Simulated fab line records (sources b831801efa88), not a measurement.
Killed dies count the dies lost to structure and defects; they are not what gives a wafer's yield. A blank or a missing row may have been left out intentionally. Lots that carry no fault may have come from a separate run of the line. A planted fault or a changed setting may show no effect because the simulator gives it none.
Which tool is to blame? / flow sky130 / at 1 step of a route of 708, 6 lots with 18 wafers sampled

== WHAT THE GAUGES READ, wafer by wafer ==
SKY_POLY_GATE_OVL_MEAS_14.
lot=L600; measured=day 17 06:28; on=overlay-02; POLY_GATE_OVL (nm)=-4 1 -2
lot=L605; measured=day 18 19:53; on=overlay-02; POLY_GATE_OVL (nm)=9 6 5
lot=L611; measured=day 20 22:50; on=overlay-02; POLY_GATE_OVL (nm)=-6 -3 -3
lot=L613; measured=day 21 17:12; on=overlay-01; POLY_GATE_OVL (nm)=-3 -4 -3
lot=L618; measured=day 23 18:52; on=overlay-02; POLY_GATE_OVL (nm)=-2 -14 -6
lot=L620; measured=day 24 04:31; on=overlay-02; POLY_GATE_OVL (nm)=4 1 1

== WHICH TOOL RAN EACH LOT (tool, then ch and the chambers of the sampled wafers, then the start) ==
Before these readings, the record contains no process step.

== THE ANSWER, worked out from the rows above alone ==
Rule: the lots themselves supply what counts as usual. Put in order of their means at a reading, lots are off if they are a third of the lots or fewer, leave a main group of 4 or more, and stand apart from it by a gap of 3 or more times the standard deviation of the main group's means; of several such gaps the widest counts. A main group whose means are all the same, to the digits that the tables above print for the reading, isn't used. Also off: a lot with no number at a reading for which 4 or more lots have one. The other lots that the step has rows for count as sound.
Across all readings shown, no lot is off: no conclusion can be drawn from this.

== WHAT THE SIMULATOR HAD INSERTED ==
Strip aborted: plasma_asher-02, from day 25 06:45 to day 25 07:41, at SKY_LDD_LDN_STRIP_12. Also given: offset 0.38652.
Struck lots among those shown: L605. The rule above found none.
